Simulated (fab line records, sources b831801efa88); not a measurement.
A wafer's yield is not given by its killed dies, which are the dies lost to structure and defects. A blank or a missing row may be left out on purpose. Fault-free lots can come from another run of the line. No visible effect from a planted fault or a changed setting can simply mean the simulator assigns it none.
fab line records	flow sky130
[record] lots = 5	wafers = 15	last-day = 51
route steps=708 shown SD_P@327 RES_XHIGH@332 SD_N@342 SALICIDE@361 LI_CONTACT@362 PAD_OPEN@708
lots untouched by any fault: they come from a run of this same line in which no faults occurred
start-h: the number of hours between the record's first day and the start of the first shown wafer of the lot	wait-h: hours since the lot's step before	" repeats the value in the row above	L1.1+2: a single row standing in for several wafers	- value missing, or start not given	* or withheld: withheld	< > ~ a bound
route shown NAME@n: names a module that has steps shown in the file, with the first one's number in the route	usual: the fault-free wafers' mean and standard deviation	same: alike in all rows	chamber/n: place in a boat	sites: each site's reading	_std_site: standard deviation across them	_edge_site: outer sites' mean less inner sites'	radius-mm: how far each site lies from the wafer's centre	mask NAME#n: copy n	behind: the tool/chamber that last shaped the wafer	hold: cause of the lot's hold/its duration in hours/its outcome	device: whichever transistor did not switch (one of n, p or np)	end of line: the same wafers' tests at the end of the route	a step without rows: its recipe alone	killed: count of dies lost to structure and defects at first sort (not the wafer's yield)	map: dies across one wafer; x = killed, . = not, _ = none there
set.NAME: the setting that was run; set.NAME@STEP: the one run at that earlier step	model.NAME: the simulator's own value behind a step, which no gauge read
certain route steps with their lots: each step a table, each wafer a row
services: from which hour (start-h, from the record's first day; less than 0 if before it) a tool's chamber was out of use, for how many hours, and why
[[steps]]
[step SKY_SD_P_CD_MEAS_07]
[recipe] target-cd-nm = 380
[usual] cd-nm = 380.0/2.5
lot.wafer	tool	chamber	start-h	wait-h	cd-nm
L505.2	cd-sem-01	-	613.63	0.1	381.9
L505.3	"	-	"	"	379.4
L505.6	"	-	"	"	381.7
L507.2	cd-sem-02	-	623.21	0.1	380.3
L507.3	"	-	"	"	377.9
L507.5	"	-	"	"	377.2
L510.3	cd-sem-01	-	653.23	0.1	379.6
L510.4	"	-	"	"	376.3
L510.5	"	-	"	"	382.0
L517.1	cd-sem-02	-	697.22	0.1	384.1
L517.5	"	-	"	"	384.5
L517.6	"	-	"	"	385.7
L527.1	cd-sem-01	-	782.29	0.1	378.5
L527.2	"	-	"	"	377.7
L527.3	"	-	"	"	378.9
[step SKY_SD_P_OVL_MEAS_08]
[usual] SD_P_OVL = -0.5/1.4
lot.wafer	tool	chamber	start-h	wait-h	SD_P_OVL[nm]
L505.2	overlay-02	-	613.74	0.1	0.6
L505.3	"	-	"	"	-2.3
L505.6	"	-	"	"	0.9
L507.2	overlay-01	-	623.31	0.1	-0.7
L507.3	"	-	"	"	1.8
L507.5	"	-	"	"	0.4
L510.3	overlay-02	-	653.32	0.1	0.9
L510.4	"	-	"	"	0.0
L510.5	"	-	"	"	1.3
L517.1	overlay-01	-	697.34	0.1	-0.3
L517.5	"	-	"	"	1.4
L517.6	"	-	"	"	-0.9
L527.1	overlay-02	-	782.41	0.1	-0.9
L527.2	"	-	"	"	-0.1
L527.3	"	-	"	"	1.9
[step SKY_SD_P_IMPLANT_09]
[recipe] species = BF2	energy-kev = 20	dose-cm2 = 3e+15	tilt-deg = 0
[step SKY_SD_P_STRIP_10]
[recipe] chemistry = O2/N2	power-w = 1400	pressure-mtorr = 1500	platen-temp-c = withheld	o2-flow-sccm = 3000	n2-flow-sccm = 300	overash-fraction = 0.5
[usual] drypump-motor-current-A = 5.9/0.52	oes-product-au = 0.618/0.0044	strip-time-to-endpoint-s = 17.50/0.039
lot.wafer	tool	chamber	start-h	wait-h	drypump-motor-current-A	oes-product-au	rf-hours-counter-h	strip-time-to-endpoint-s
L505.2	plasma-asher-03	0	613.92	0.1	5.3	0.618	76	17.53
L505.3	"	1	"	"	6.4	0.618	-	17.50
L505.6	"	0	"	"	5.3	0.609	-	17.52
L507.2	plasma-asher-03	1	623.49	0.1	6.4	0.614	77	17.53
L507.3	"	1	"	"	6.4	0.618	-	17.56
L507.5	"	1	"	"	6.4	0.616	-	17.52
L510.3	plasma-asher-01	0	653.53	0.1	6.4	0.620	-	17.51
L510.4	"	1	"	"	6.4	0.623	-	17.56
L510.5	"	1	"	"	6.5	0.627	-	17.51
L517.1	plasma-asher-01	0	697.53	0.1	6.4	0.612	60	17.48
L517.5	"	1	"	"	6.5	0.618	-	17.48
L517.6	"	0	"	"	6.4	0.617	-	17.47
L527.1	plasma-asher-01	0	782.59	0.1	6.4	0.623	68	17.48
L527.2	"	1	"	"	6.5	0.616	68	17.43
L527.3	"	0	"	"	6.4	0.624	-	17.45
[step SKY_SD_P_TW_MEAS_11]
[usual] SD_P_TW = 2850/10
lot.wafer	tool	chamber	start-h	wait-h	SD_P_TW
L505.2	film-metro-04	-	614.03	0.1	2859
L505.3	"	-	"	"	2868
L505.6	"	-	"	"	2848
L507.2	film-metro-02	-	623.60	0.1	2828
L507.3	"	-	"	"	2849
L507.5	"	-	"	"	2856
L510.3	film-metro-04	-	653.61	0.1	2855
L510.4	"	-	"	"	2841
L510.5	"	-	"	"	2852
L517.1	film-metro-04	-	697.64	0.1	2861
L517.5	"	-	"	"	2843
L517.6	"	-	"	"	2839
L527.1	film-metro-02	-	782.69	0.1	2827
L527.2	"	-	"	"	2829
L527.3	"	-	"	"	2852
[step SKY_RES_XHIGH_DEHYDRATE_00]
[recipe] temp-c = 200	time-s = 60
[step SKY_RES_XHIGH_HMDS_01]
[recipe] prime-time-s = 60	prime-temp-c = 120
[step SKY_RES_XHIGH_COAT_02]
[recipe] resist = NOVOLAK	spin-rpm = 3000	resist-thk-nm = 1140
[step SKY_RES_XHIGH_SOFTBAKE_03]
[recipe] temp-c = 90	time-s = 60	resist = NOVOLAK
[step SKY_RES_XHIGH_EXPOSE_04]
[recipe] mask-id = URPM	na = 0.6	source-shape = conventional	sigma-outer = 0.6	polarization = unpolarized	target-cd-nm = 1270	dose-mj = 140
[step SKY_RES_XHIGH_PEB_05]
[recipe] temp-c = withheld	time-s = *	resist = NOVOLAK
[step SKY_RES_XHIGH_DEVELOP_06]
[recipe] resist = NOVOLAK	developer = TMAH	develop-time-s = 60	dev-temp-c = 23
[step SKY_RES_XHIGH_IMPLANT_07]
[recipe] species = BF2	energy-kev = 20	dose-cm2 = 3.6e+14	tilt-deg = 0
lot.wafer	tool	chamber	start-h	wait-h
L505.2+3+6	implanter-01	0	642.99	0.1
L507.2+3+5	implanter-01	0	652.80	0.1
L510.3+4+5	implanter-03	0	683.11	0.1
L517.1+5+6	implanter-01	0	726.15	0.1
L527.1+2+3	implanter-01	0	809.46	0.1
[step SKY_RES_XHIGH_STRIP_08]
[recipe] chemistry = O2/N2	power-w = 1400	pressure-mtorr = 1500	platen-temp-c = withheld	o2-flow-sccm = 3000	n2-flow-sccm = 300	overash-fraction = 0.5
[usual] drypump-motor-current-A = 5.8/0.44	oes-product-au = 0.711/0.0045	strip-time-to-endpoint-s = 14.28/0.035
lot.wafer	tool	chamber	start-h	wait-h	drypump-motor-current-A	oes-product-au	rf-hours-counter-h	strip-time-to-endpoint-s
L505.2	plasma-asher-04	0	643.11	0.1	5.6	0.711	96	14.28
L505.3	"	1	"	"	5.7	0.702	-	14.28
L505.6	"	1	"	"	5.7	0.713	-	14.29
L507.2	plasma-asher-04	0	652.92	0.1	5.5	0.715	97	14.27
L507.3	"	0	"	"	5.5	0.717	-	14.22
L507.5	"	0	"	"	5.5	0.709	-	14.21
L510.3	plasma-asher-01	0	683.25	0.1	6.4	0.713	-	14.31
L510.4	"	1	"	"	6.5	0.709	-	14.32
L510.5	"	1	"	"	6.5	0.714	-	14.35
L517.1	plasma-asher-04	1	726.30	0.1	5.6	0.706	105	14.26
L517.5	"	0	"	"	5.6	0.706	-	14.24
L517.6	"	1	"	"	5.6	0.706	-	14.25
L527.1	plasma-asher-04	0	809.61	0.1	5.5	0.712	7	14.30
L527.2	"	1	"	"	5.6	0.710	7	14.29
L527.3	"	1	"	"	5.6	0.712	-	14.23
[step SKY_RES_XHIGH_TW_MEAS_09]
[usual] RES_XHIGH_TW = 1651/6.7
lot.wafer	tool	chamber	start-h	wait-h	RES_XHIGH_TW
L505.2	film-metro-02	-	643.22	0.1	1665
L505.3	"	-	"	"	1662
L505.6	"	-	"	"	1656
L507.2	film-metro-04	-	653.03	0.1	1654
L507.3	"	-	"	"	1653
L507.5	"	-	"	"	1660
L510.3	film-metro-03	-	683.33	0.1	1652
L510.4	"	-	"	"	1653
L510.5	"	-	"	"	1656
L517.1	film-metro-04	-	726.40	0.1	1646
L517.5	"	-	"	"	1653
L517.6	"	-	"	"	1638
L527.1	film-metro-03	-	809.71	0.1	1638
L527.2	"	-	"	"	1642
L527.3	"	-	"	"	1643
[step SKY_SD_N_DEHYDRATE_00]
[recipe] temp-c = 200	time-s = 60
[step SKY_SD_N_HMDS_01]
[recipe] prime-time-s = 60	prime-temp-c = 120
[step SKY_SD_N_COAT_02]
[recipe] resist = NOVOLAK	spin-rpm = 3000	resist-thk-nm = 1140
[step SKY_SD_N_SOFTBAKE_03]
[recipe] temp-c = 90	time-s = 60	resist = NOVOLAK
[step SKY_SD_N_EXPOSE_04]
[recipe] mask-id = NSDM	na = 0.6	source-shape = conventional	sigma-outer = 0.6	polarization = unpolarized	target-cd-nm = 380	dose-mj = 141
[step SKY_SD_N_PEB_05]
[recipe] temp-c = withheld	time-s = *	resist = NOVOLAK
[step SKY_SD_N_DEVELOP_06]
[recipe] resist = NOVOLAK	developer = TMAH	develop-time-s = 60	dev-temp-c = 23
[step SKY_SD_N_CD_MEAS_07]
[recipe] target-cd-nm = 380
[usual] cd-nm = 379.9/2.6
lot.wafer	tool	chamber	start-h	wait-h	cd-nm
L505.2	cd-sem-02	-	672.03	0.1	377.9
L505.3	"	-	"	"	378.1
L505.6	"	-	"	"	378.2
L507.2	cd-sem-01	-	681.36	0.1	381.7
L507.3	"	-	"	"	379.7
L507.5	"	-	"	"	379.5
L510.3	cd-sem-02	-	711.08	0.1	375.1
L510.4	"	-	"	"	381.7
L510.5	"	-	"	"	380.3
L517.1	cd-sem-01	-	754.66	0.1	381.5
L517.5	"	-	"	"	384.0
L517.6	"	-	"	"	383.1
L527.1	cd-sem-02	-	836.49	0.1	379.3
L527.2	"	-	"	"	381.4
L527.3	"	-	"	"	384.2
[step SKY_SD_N_OVL_MEAS_08]
[usual] SD_N_OVL = -1.0/1.4
lot.wafer	tool	chamber	start-h	wait-h	SD_N_OVL[nm]
L505.2	overlay-01	-	672.14	0.1	0.5
L505.3	"	-	"	"	-2.2
L505.6	"	-	"	"	0.1
L507.2	overlay-01	-	681.47	0.1	-3.0
L507.3	"	-	"	"	-0.3
L507.5	"	-	"	"	-0.9
L510.3	overlay-01	-	711.17	0.1	-2.5
L510.4	"	-	"	"	-0.7
L510.5	"	-	"	"	-1.6
L517.1	overlay-02	-	754.78	0.1	-0.7
L517.5	"	-	"	"	0.0
L517.6	"	-	"	"	-1.0
L527.1	overlay-01	-	836.63	0.1	-2.7
L527.2	"	-	"	"	-0.7
L527.3	"	-	"	"	-1.1
[step SKY_SD_N_IMPLANT_09]
[recipe] species = As	energy-kev = 50	dose-cm2 = 4e+15	tilt-deg = 0
[step SKY_SD_N_IMPLANT_10]
[recipe] species = P	energy-kev = 20	dose-cm2 = 1e+14	tilt-deg = 0
[step SKY_SD_N_STRIP_11]
[recipe] chemistry = O2/N2	power-w = 1400	pressure-mtorr = 1500	platen-temp-c = withheld	o2-flow-sccm = 3000	n2-flow-sccm = 300	overash-fraction = 0.5
[usual] drypump-motor-current-A = 6.0/0.47	oes-product-au = 0.527/0.0046	strip-time-to-endpoint-s = 22.55/0.038
lot.wafer	tool	chamber	start-h	wait-h	drypump-motor-current-A	oes-product-au	rf-hours-counter-h	strip-time-to-endpoint-s
L505.2	plasma-asher-03	1	672.47	0.1	6.4	0.526	83	22.58
L505.3	"	0	"	"	5.3	0.527	-	22.58
L505.6	"	0	"	"	5.3	0.532	-	22.56
L507.2	plasma-asher-01	1	681.80	0.1	6.5	0.523	58	22.48
L507.3	"	0	"	"	6.4	0.534	-	22.51
L507.5	"	0	"	"	6.4	0.523	-	22.51
L510.3	plasma-asher-01	1	711.53	0.1	6.5	0.530	-	22.62
L510.4	"	0	"	"	6.4	0.526	-	22.62
L510.5	"	0	"	"	6.4	0.524	-	22.59
L517.1	plasma-asher-04	1	755.12	0.1	5.6	0.525	1	22.53
L517.5	"	1	"	"	5.6	0.524	-	22.53
L517.6	"	0	"	"	5.5	0.522	-	22.60
L527.1	plasma-asher-04	1	836.97	0.1	5.6	0.524	10	22.57
L527.2	"	0	"	"	5.6	0.522	10	22.56
L527.3	"	1	"	"	5.6	0.529	-	22.59
[step SKY_SD_N_TW_MEAS_12]
[usual] SD_N_TW = 4016/16
lot.wafer	tool	chamber	start-h	wait-h	SD_N_TW
L505.2	film-metro-04	-	672.58	0.1	3998
L505.3	"	-	"	"	4002
L505.6	"	-	"	"	3999
L507.2	film-metro-04	-	681.91	0.1	4015
L507.3	"	-	"	"	4041
L507.5	"	-	"	"	4029
L510.3	film-metro-02	-	711.62	0.1	4016
L510.4	"	-	"	"	4019
L510.5	"	-	"	"	4011
L517.1	film-metro-02	-	755.22	0.1	4027
L517.5	"	-	"	"	4012
L517.6	"	-	"	"	4009
L527.1	film-metro-04	-	837.07	0.1	4060
L527.2	"	-	"	"	4033
L527.3	"	-	"	"	4039
[step SKY_SD_N_CLEAN_13]
[recipe] chemistry = SC1/SC2	mix = 1:4:20	temp-c = 70	time-s = 150	dry = n2-spin
[step SKY_SD_N_RTA_14]
[recipe] temp-c = 1075	time-s = 2	idle-temp-c = 650	ramp-up-c-per-s = 150	ramp-down-c-per-s = 90	ambient = N2
[usual] lamp-power-pct = 15.74/0.058	ramp-up-c-per-s = 150.00/0.029	wafer_temp_C_max = 1078.0/1.2
[same] time-s = 2
lot.wafer	tool	chamber	start-h	wait-h	lamp-power-pct	ramp-up-c-per-s	wafer_temp_C_max
L505.2	rtp-anneal-01	0	672.69	0.0	15.74	150.04	1076.3
L505.3	"	0	"	"	15.79	150.01	1078.5
L505.6	"	0	"	"	15.73	150.02	1078.9
L507.2	rtp-anneal-01	0	682.02	0.0	15.69	149.94	1079.4
L507.3	"	0	"	"	15.68	150.00	1078.9
L507.5	"	0	"	"	15.72	150.03	1080.1
L510.3	rtp-anneal-02	0	711.73	0.0	15.81	149.94	1081.6
L510.4	"	0	"	"	15.84	150.00	1076.6
L510.5	"	0	"	"	15.82	149.98	1076.4
L517.1	rtp-anneal-02	0	755.33	0.0	15.71	149.98	1078.3
L517.5	"	0	"	"	15.80	149.97	1076.4
L517.6	"	0	"	"	15.69	150.00	1076.6
L527.1	rtp-anneal-01	0	837.18	0.0	15.77	150.00	1077.2
L527.2	"	0	"	"	15.74	150.02	1076.6
L527.3	"	0	"	"	15.77	150.01	1076.3
[step SKY_SD_N_RS_MEAS_16]
[recipe] thk-meas-gauge = four-point-probe
[usual] SD_N_RS = 68.56/0.11
lot.wafer	tool	chamber	start-h	wait-h	SD_N_RS[ohm/sq]
L505.2	film-metro-02	-	672.87	0.1	68.45
L505.3	"	-	"	"	68.50
L505.6	"	-	"	"	68.61
L507.2	film-metro-02	-	682.21	0.1	68.54
L507.3	"	-	"	"	68.38
L507.5	"	-	"	"	68.54
L510.3	film-metro-04	-	711.92	0.1	68.63
L510.4	"	-	"	"	68.60
L510.5	"	-	"	"	68.73
L517.1	film-metro-04	-	755.51	0.1	68.40
L517.5	"	-	"	"	68.42
L517.6	"	-	"	"	68.37
L527.1	film-metro-03	-	837.35	0.1	68.80
L527.2	"	-	"	"	68.63
L527.3	"	-	"	"	68.45
[step SKY_SD_N_RS_MEAS_17]
[recipe] thk-meas-gauge = four-point-probe
[usual] SD_P_RS = 147.0/0.41
lot.wafer	tool	chamber	start-h	wait-h	SD_P_RS[ohm/sq]
L505.2	film-metro-02	-	672.99	0.1	146.7
L505.3	"	-	"	"	147.0
L505.6	"	-	"	"	146.4
L507.2	film-metro-02	-	682.33	0.1	146.8
L507.3	"	-	"	"	146.4
L507.5	"	-	"	"	146.5
L510.3	film-metro-04	-	712.04	0.1	146.9
L510.4	"	-	"	"	147.2
L510.5	"	-	"	"	147.2
L517.1	film-metro-04	-	755.63	0.1	146.5
L517.5	"	-	"	"	146.7
L517.6	"	-	"	"	146.1
L527.1	film-metro-03	-	837.47	0.1	147.3
L527.2	"	-	"	"	147.5
L527.3	"	-	"	"	147.0
[step SKY_SD_N_RS_MEAS_18]
[recipe] thk-meas-gauge = four-point-probe
[usual] RES_XHIGH_RS = 333.2/1.2
lot.wafer	tool	chamber	start-h	wait-h	RES_XHIGH_RS[ohm/sq]
L505.2	film-metro-02	-	673.11	0.1	333.1
L505.3	"	-	"	"	331.8
L505.6	"	-	"	"	332.4
L507.2	film-metro-02	-	682.45	0.1	332.9
L507.3	"	-	"	"	332.6
L507.5	"	-	"	"	333.7
L510.3	film-metro-04	-	712.16	0.1	333.2
L510.4	"	-	"	"	333.3
L510.5	"	-	"	"	333.3
L517.1	film-metro-04	-	755.75	0.1	335.3
L517.5	"	-	"	"	336.2
L517.6	"	-	"	"	335.7
L527.1	film-metro-03	-	837.59	0.1	335.1
L527.2	"	-	"	"	334.0
L527.3	"	-	"	"	332.8
[step SKY_SALICIDE_CLEAN_00]
[recipe] chemistry = HF-last	time-s = 30	dilution = 100:1	dry = ipa-marangoni
[step SKY_LI_CONTACT_HDPCVD_00]
[recipe] material = PSG	target-thk-nm = 930	sigma-open-frac = 0.3	time-s = 155	temp-c = 600	sih4-flow-sccm = 60	pressure-mtorr = 6
[step SKY_LI_CONTACT_THK_MEAS_01]
[recipe] reads = PSG_of_LI_CONTACT_HDPCVD_00
[usual] LI_CONTACT_HDPCVD_THK = 934/7.8
lot.wafer	tool	chamber	start-h	wait-h	LI_CONTACT_HDPCVD_THK[nm]
L505.2	film-metro-04	-	673.34	0.1	937
L505.3	"	-	"	"	945
L505.6	"	-	"	"	926
L507.2	film-metro-03	-	682.68	0.1	942
L507.3	"	-	"	"	926
L507.5	"	-	"	"	944
L510.3	film-metro-02	-	712.38	0.1	928
L510.4	"	-	"	"	939
L510.5	"	-	"	"	931
L517.1	film-metro-04	-	755.99	0.1	930
L517.5	"	-	"	"	921
L517.6	"	-	"	"	925
L527.1	film-metro-02	-	837.83	0.1	933
L527.2	"	-	"	"	934
L527.3	"	-	"	"	942
[step SKY_LI_CONTACT_CMP_02]
[recipe] material = PSG	down-force-psi = 4	platen-rpm = 60	pad-velocity-m-s = 0.94248
[usual] motor-current-A = 12.4/1.6	platen-rpm = 60.00/0.037	time-to-endpoint-s = 32.3/2.6
lot.wafer	tool	chamber	start-h	wait-h	motor-current-A	platen-rpm	time-to-endpoint-s
L505.3	cmp-02	1	673.39	0.0	12.9	59.99	32.0
L505.2	"	2	"	"	14.4	60.03	31.3
L505.6	"	2	"	"	13.3	59.98	28.2
L507.2	cmp-02	0	682.73	0.0	10.6	59.99	37.0
L507.3	"	2	"	"	13.4	60.03	30.9
L507.5	"	0	"	"	10.5	59.95	37.3
L510.3	cmp-02	3	712.42	0.0	11.2	59.97	31.4
L510.4	"	0	"	"	10.0	60.01	31.7
L510.5	"	3	"	"	10.7	60.02	31.8
L517.1	cmp-02	1	756.10	0.1	12.6	60.02	31.4
L517.5	"	0	"	"	9.5	60.03	30.6
L517.6	"	1	"	"	12.7	60.00	28.3
L527.2	cmp-02	3	837.89	0.0	11.2	59.99	30.9
L527.3	"	0	"	"	10.1	60.02	33.0
L527.1	"	1	"	"	12.8	60.01	32.0
[step SKY_LI_CONTACT_BOW_MEAS_03]
[recipe] mode = bow
[usual] LI_CONTACT_BOW = 58/6.6
lot.wafer	tool	chamber	start-h	wait-h	LI_CONTACT_BOW[um]
L505.2	film-metro-02	-	673.71	0.2	68
L505.3	"	-	"	"	62
L505.6	"	-	"	"	60
L507.2	film-metro-02	-	683.05	0.3	61
L507.3	"	-	"	"	57
L507.5	"	-	"	"	54
L510.3	film-metro-04	-	712.76	0.3	62
L510.4	"	-	"	"	50
L510.5	"	-	"	"	56
L517.1	film-metro-03	-	756.35	0.2	63
L517.5	"	-	"	"	55
L517.6	"	-	"	"	43
L527.1	film-metro-02	-	838.19	0.1	54
L527.2	"	-	"	"	59
L527.3	"	-	"	"	58
[step SKY_LI_CONTACT_DEHYDRATE_04]
[recipe] temp-c = 200	time-s = 60
[step SKY_LI_CONTACT_HMDS_05]
[recipe] prime-time-s = 60	prime-temp-c = 120
[step SKY_LI_CONTACT_COAT_06]
[recipe] resist = BARC	temp-c = withheld	time-s = withheld	spin-rpm = 3000	resist-thk-nm = 60
[step SKY_PAD_OPEN_PROBE_99]
[usual] killed_at_M0_to_M3 = 43/6.6	killed_at_M4_up = 3.1/1.9	killed-at-contacts = 24/5.2	killed-at-front-end = 16/4.5	killed-at-other = 0.4/0.62	killed-dies = 87/9	killed-open = 48/7	killed-short = 39/6.2
[same] gross-dies = 492	killed-at-back-side = 0
lot.wafer	tool	chamber	start-h	wait-h	killed_at_M0_to_M3	killed_at_M4_up	killed-at-contacts	killed-at-front-end	killed-at-other	killed-dies	killed-open	killed-short	model.etest.res-xhigh-po.rs-ohm-sq-range
L505.2	prober-02	-	1103.24	0.1	39	3	17	18	0	77	44	33	97.72
L505.3	prober-02	-	1103.29	0.2	40	1	25	14	0	80	43	37	97.47
L505.6	prober-02	-	1103.44	0.2	34	7	23	13	1	78	35	42	100.5
L507.2	prober-02	-	1108.07	0.1	37	3	19	15	0	74	37	37	109.3
L507.3	prober-02	-	1108.12	0.2	46	5	17	18	0	86	37	49	115.9
L507.5	prober-02	-	1108.22	0.2	47	4	24	18	0	93	52	41	122.1
L510.3	prober-01	-	1129.44	0.2	49	3	32	14	0	98	58	40	31.97
L510.4	prober-01	-	1129.49	0.2	42	1	36	10	0	89	51	38	54.06
L510.5	prober-01	-	1129.54	0.2	47	2	22	21	1	93	50	43	46.25
L517.1	prober-01	-	1162.22	0.1	36	7	19	14	0	76	36	40	433.1
L517.5	prober-01	-	1162.42	0.2	49	2	20	13	0	84	41	43	428
L517.6	prober-01	-	1162.47	0.2	38	1	23	7	0	69	37	32	449.8
L527.1	prober-01	-	1216.11	0.1	38	4	27	18	1	88	51	37	110.1
L527.2	prober-01	-	1216.16	0.1	41	1	27	11	0	80	47	33	91.81
L527.3	prober-01	-	1216.21	0.2	43	2	26	16	1	88	47	41	95.29
// killed by level:class
L505.2 LI_CONTACT:geometric-particle:open=7 VIA1:geometric-particle:open=6 POLY_GATE:geometric-particle:open=6 VIA2:geometric-particle:open=6 METAL2:geometric-particle:short=5 CONTACT:geometric-particle:open=4 FIELD_ISO:geometric-particle:open=4 VIA1:geometric-particle:short=4
L505.3 METAL1:geometric-particle:short=12 CONTACT:geometric-particle:open=11 VIA1:geometric-particle:open=10 LOCAL_INTERCONNECT:geometric-particle:short=6 VIA2:geometric-particle:open=6 VIA1:geometric-particle:short=5 POLY_GATE:geometric-particle:open=4 CONTACT:geometric-particle:short=4
L505.6 CONTACT:geometric-particle:open=9 CONTACT:geometric-particle:short=7 POLY_GATE:geometric-particle:short=6 METAL4:geometric-particle:short=5 METAL1:geometric-particle:short=5 VIA1:geometric-particle:open=5 VIA2:geometric-particle:open=5 VIA3:geometric-particle:open=5
L507.2 VIA1:geometric-particle:open=8 CONTACT:geometric-particle:open=7 METAL2:geometric-particle:short=5 VIA1:geometric-particle:short=5 CONTACT:geometric-particle:short=5 VIA2:geometric-particle:short=5 FIELD_ISO:geometric-particle:open=4 VIA2:geometric-particle:open=4
L507.3 VIA1:geometric-particle:open=12 METAL2:geometric-particle:short=8 FIELD_ISO:geometric-particle:open=7 METAL1:geometric-particle:short=7 LOCAL_INTERCONNECT:geometric-particle:short=5 VIA1:geometric-particle:short=5 POLY_GATE:geometric-particle:short=4 LI_CONTACT:geometric-particle:short=4
L507.5 VIA1:geometric-particle:open=14 CONTACT:geometric-particle:open=8 VIA3:geometric-particle:open=7 POLY_GATE:geometric-particle:open=6 VIA1:geometric-particle:short=6 POLY_GATE:geometric-particle:short=5 LI_CONTACT:geometric-particle:open=5 METAL1:geometric-particle:short=5
L510.3 CONTACT:geometric-particle:open=14 VIA1:geometric-particle:open=9 LI_CONTACT:geometric-particle:open=8 VIA2:geometric-particle:open=8 VIA1:geometric-particle:short=7 FIELD_ISO:geometric-particle:short=5 VIA3:geometric-particle:open=5 LOCAL_INTERCONNECT:geometric-particle:short=5
L510.4 LI_CONTACT:geometric-particle:open=12 CONTACT:geometric-particle:open=8 VIA1:geometric-particle:open=8 LOCAL_INTERCONNECT:geometric-particle:open=6 CONTACT:geometric-particle:short=6 VIA2:geometric-particle:short=6 METAL1:geometric-particle:short=5 VIA1:geometric-particle:short=5
L510.5 VIA1:geometric-particle:open=11 VIA2:geometric-particle:open=10 LI_CONTACT:geometric-particle:open=7 CONTACT:geometric-particle:open=6 VIA1:geometric-particle:short=6 FIELD_ISO:geometric-particle:short=5 POLY_GATE:geometric-particle:open=4 CONTACT:geometric-particle:short=4
L517.1 METAL3:geometric-particle:short=8 LI_CONTACT:geometric-particle:open=7 METAL2:geometric-particle:short=6 VIA2:geometric-particle:open=6 POLY_GATE:geometric-particle:short=5 METAL4:geometric-particle:short=5 CONTACT:geometric-particle:open=5 METAL1:geometric-particle:short=5
L517.5 VIA1:geometric-particle:open=10 METAL1:geometric-particle:short=8 CONTACT:geometric-particle:open=7 LI_CONTACT:geometric-particle:open=6 METAL3:geometric-particle:short=6 METAL2:geometric-particle:short=6 VIA3:geometric-particle:open=5 POLY_GATE:geometric-particle:short=4
L517.6 METAL2:geometric-particle:short=9 LI_CONTACT:geometric-particle:open=8 VIA1:geometric-particle:open=8 CONTACT:geometric-particle:short=6 VIA3:geometric-particle:open=6 CONTACT:geometric-particle:open=5 VIA2:geometric-particle:open=5 LI_CONTACT:geometric-particle:short=4
L527.1 VIA1:geometric-particle:open=9 CONTACT:geometric-particle:open=8 LI_CONTACT:geometric-particle:open=7 VIA2:geometric-particle:open=7 FIELD_ISO:geometric-particle:open=6 LI_CONTACT:geometric-particle:short=6 POLY_GATE:geometric-particle:short=5 VIA1:geometric-particle:short=5
L527.2 LI_CONTACT:geometric-particle:short=11 VIA3:geometric-particle:open=10 CONTACT:geometric-particle:open=8 VIA2:geometric-particle:open=6 VIA1:geometric-particle:open=5 FIELD_ISO:geometric-particle:open=4 LI_CONTACT:geometric-particle:open=4 METAL1:geometric-particle:short=3
L527.3 VIA1:geometric-particle:open=11 LI_CONTACT:geometric-particle:open=8 CONTACT:geometric-particle:open=8 METAL1:geometric-particle:short=6 FIELD_ISO:geometric-particle:open=5 LI_CONTACT:geometric-particle:short=4 METAL2:geometric-particle:short=4 VIA1:geometric-particle:short=4
[[services]]
tool	chamber	start-h	hours	kind
cmp-02	-	593.96	3.7	pm
cmp-02	-	613.03	2.4	repair
plasma-asher-01	-	638.94	0.8	repair
implanter-01	-	676.33	3.4	repair
implanter-01	-	707.21	0.5	repair
plasma-asher-04	-	710.14	1.0	repair
rtp-anneal-01	-	713.62	8.9	pm
plasma-asher-04	-	733.75	9.0	pm
plasma-asher-04	0	733.75	9.0	vent-cycle
plasma-asher-04	1	733.75	9.0	vent-cycle
plasma-asher-04	0	742.75	-	clean
plasma-asher-04	1	742.75	-	clean
plasma-asher-03	-	762.55	14.6	pm
plasma-asher-01	-	769.49	1.9	repair
rtp-anneal-02	-	776.54	4.3	pm
plasma-asher-01	-	785.53	2.8	pm
implanter-03	-	792.93	2.3	repair
implanter-01	-	835.83	8.4	repair
[[key]]
[first-sign] step = SKY_SD_N_RS_MEAS_18	reading = RES_XHIGH_RS	direction = up	sigmas = 2.1	usual = 333.2	struck = 335.7
effect none on later readings
[model-effect] step = SKY_PAD_OPEN_PROBE_99	value = etest.res-xhigh-po.rs-ohm-sq-range	without = 144.1	struck = 437
met-at SKY_RES_XHIGH_IMPLANT_07
struck-wafers L517.1,L517.5,L517.6
tester-left-out L517
onset-between 652.80 726.15
also-fits SKY_SD_N_RTA_14:rtp-anneal-02
[fault] kind = process-parameter-drift	tool = implanter-01	chamber = -	onset-h = 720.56	steps = SKY_RES_XHIGH_IMPLANT_07	channel = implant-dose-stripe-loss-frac	offset = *	shape = step	end-h = 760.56
// tester-left-out: of these lots the tester's yield and bins aren't shown, on N5 and GAA mostly nor the transistor test; their killed dies are dies lost to structure and defects alone, not to doping, threshold or leakage, so they don't give the yield
